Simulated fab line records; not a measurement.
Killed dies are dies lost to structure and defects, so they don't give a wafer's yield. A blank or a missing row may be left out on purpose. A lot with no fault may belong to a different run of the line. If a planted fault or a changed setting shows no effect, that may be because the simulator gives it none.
What tool caused it? / flow sky130 / 21 wafers from 7 lots sampled at 4 of the route's 708 steps

WHAT THE GAUGES READ, wafer by wafer
SKY_METAL4_CD_MEAS_13: the cd target is 300 nm.
lot=L344; measured=day 42 12:51; on=cdSem-02; cdNm (nm)=300.5 302.6 300.5
lot=L346; measured=day 43 05:14; on=cdSem-02; cdNm (nm)=299.7 297.8 299.1
lot=L349; measured=day 44 03:17; on=cdSem-02; cdNm (nm)=300.1 298.0 300.7
lot=L355; measured=day 45 17:50; on=cdSem-01; cdNm (nm)=300.7 299.5 300.8
lot=L357; measured=day 46 12:58; on=cdSem-01; cdNm (nm)=- - -
lot=L361; measured=day 47 09:35; on=cdSem-02; cdNm (nm)=298.6 299.9 299.3
lot=L362; measured=day 47 14:31; on=cdSem-01; cdNm (nm)=299.7 299.6 300.1

WHICH TOOL RAN EACH LOT (tool, then ch and the chambers of the sampled wafers, then the start)
lot=L344; SKY_METAL4_SPUTTER_03=pvdSputter-03, day 40 11:46; SKY_CAP2M_CVD_00=pecvd-03 ch 0,1, day 40 11:50; SKY_METAL4_DEVELOP_12=lithoTrack-01 ch 0, day 42 12:00
lot=L346; SKY_METAL4_SPUTTER_03=pvdSputter-04, day 41 05:43; SKY_CAP2M_CVD_00=pecvd-04 ch 1,2, day 41 05:47; SKY_METAL4_DEVELOP_12=lithoTrack-04 ch 0, day 43 05:00
lot=L349; SKY_METAL4_SPUTTER_03=pvdSputter-04, day 42 05:38; SKY_CAP2M_CVD_00=pecvd-04 ch 0,1, day 42 05:42; SKY_METAL4_DEVELOP_12=lithoTrack-02 ch 0, day 44 03:00
lot=L355; SKY_METAL4_SPUTTER_03=pvdSputter-02, day 43 20:50; SKY_CAP2M_CVD_00=pecvd-04 ch 0,1,2, day 43 20:54; SKY_METAL4_DEVELOP_12=lithoTrack-02 ch 0, day 45 17:00
lot=L357; SKY_METAL4_SPUTTER_03=pvdSputter-04, day 44 17:56; SKY_CAP2M_CVD_00=pecvd-01 ch 1,2, day 44 18:01; SKY_METAL4_DEVELOP_12=lithoTrack-04, day 46 12:00
lot=L361; SKY_METAL4_SPUTTER_03=pvdSputter-04, day 45 15:35; SKY_CAP2M_CVD_00=pecvd-04 ch 0,1,2, day 45 15:40; SKY_METAL4_DEVELOP_12=lithoTrack-02 ch 0, day 47 09:00
lot=L362; SKY_METAL4_SPUTTER_03=pvdSputter-03, day 45 21:08; SKY_CAP2M_CVD_00=pecvd-04 ch 0,1,2, day 45 21:12; SKY_METAL4_DEVELOP_12=lithoTrack-02 ch 0, day 47 14:00
- SKY_METAL4_SPUTTER_03: material Ti, target thk 5 nm, time 3.3 s.
- SKY_CAP2M_CVD_00: deposits SiO2, target thk 15.5 nm.
- SKY_METAL4_DEVELOP_12: develop time 60 s.

THE ANSWER, worked out from the rows above alone
Rule: the lots themselves supply what counts as usual. The widest of any qualifying gaps counts: lots, ordered by their means at a reading, are off when they make up no more than a third of the lots, leave a main group of 4 or more, and stand apart from it by 3 or more times the standard deviation of that group's means. If all means in a main group match to the digits the tables above print for the reading, that group is not used. Also off: a lot with no number at a reading for which 4 or more lots have one. Any other lot the step has rows for is counted as sound.
Off at SKY_METAL4_CD_MEAS_13 (cdNm): L357. Without a number there: L357. The main group: mean 299.8 nm, standard deviation 0.76.
A tool fits if, at a process step before that reading, it ran every lot that is off, and no sound lot after the first of them. The gauges at SKY_METAL4_CD_MEAS_13 are tried like those tools. This does not decide it: 2 tools fit, namely pecvd-01 at SKY_CAP2M_CVD_00 and lithoTrack-04 at SKY_METAL4_DEVELOP_12.

WHAT HAD BEEN PUT IN BY THE SIMULATOR
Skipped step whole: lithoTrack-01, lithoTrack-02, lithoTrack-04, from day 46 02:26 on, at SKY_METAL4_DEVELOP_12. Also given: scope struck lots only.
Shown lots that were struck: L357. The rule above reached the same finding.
